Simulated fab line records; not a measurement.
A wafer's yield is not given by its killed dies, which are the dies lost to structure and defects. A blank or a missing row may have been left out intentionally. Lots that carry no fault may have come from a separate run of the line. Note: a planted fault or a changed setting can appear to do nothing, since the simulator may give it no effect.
Chamber matching | flow gf180mcu | 3 sister chambers for GF_SAB_CVD_00 on pecvd-02
The step deposits SiO2 from TEOS, target thk 50 nm, time 4.9302 s. 6 wafers are shown with their chamber, then 6 later ones without.

WAFERS PAIRED WITH THEIR CHAMBERS
wafer  | chamber | heaterPowerW (W)
L668.4 | 0       | 724
L669.3 | 1       | 564
L669.5 | 2       | 674
L671.2 | 0       | 804
L671.3 | 1       | 483
L671.4 | 2       | 686

WAFERS WITHOUT THEIR CHAMBER
wafer  | heaterPowerW (W)
L674.1 | 542
L674.5 | 830
L674.6 | 734
L680.4 | 805
L680.5 | 711
L680.6 | 572

EACH ONE'S CHAMBER
wafer  | from the rows above     | in truth
L674.1 | 1                       | 1
L674.5 | can't be placed: 0 or 2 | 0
L674.6 | can't be placed: 0 or 2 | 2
L680.4 | can't be placed: 0 or 2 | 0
L680.5 | can't be placed: 2 or 0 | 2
L680.6 | can't be placed: 1 or 2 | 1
Placed correctly: 1 of 6. These rows do not allow placing 5 (true chamber among the candidates in 5). 0 placed wrongly.
How it was worked out, from the rows above alone: a wafer's distance from a chamber is the root of the sum, over the readings, of the square of ((its reading less the chamber's mean) divided by the reading's scatter). The wafer belongs to the nearest chamber; if the next one is less than 2 further off, it can't be placed. A chamber's mean is the mean of its shown wafers. How the scatter is found: for the shown wafers, subtract from each reading the mean of its chamber, square and add these, divide the total by (wafers less chambers), then take the root.
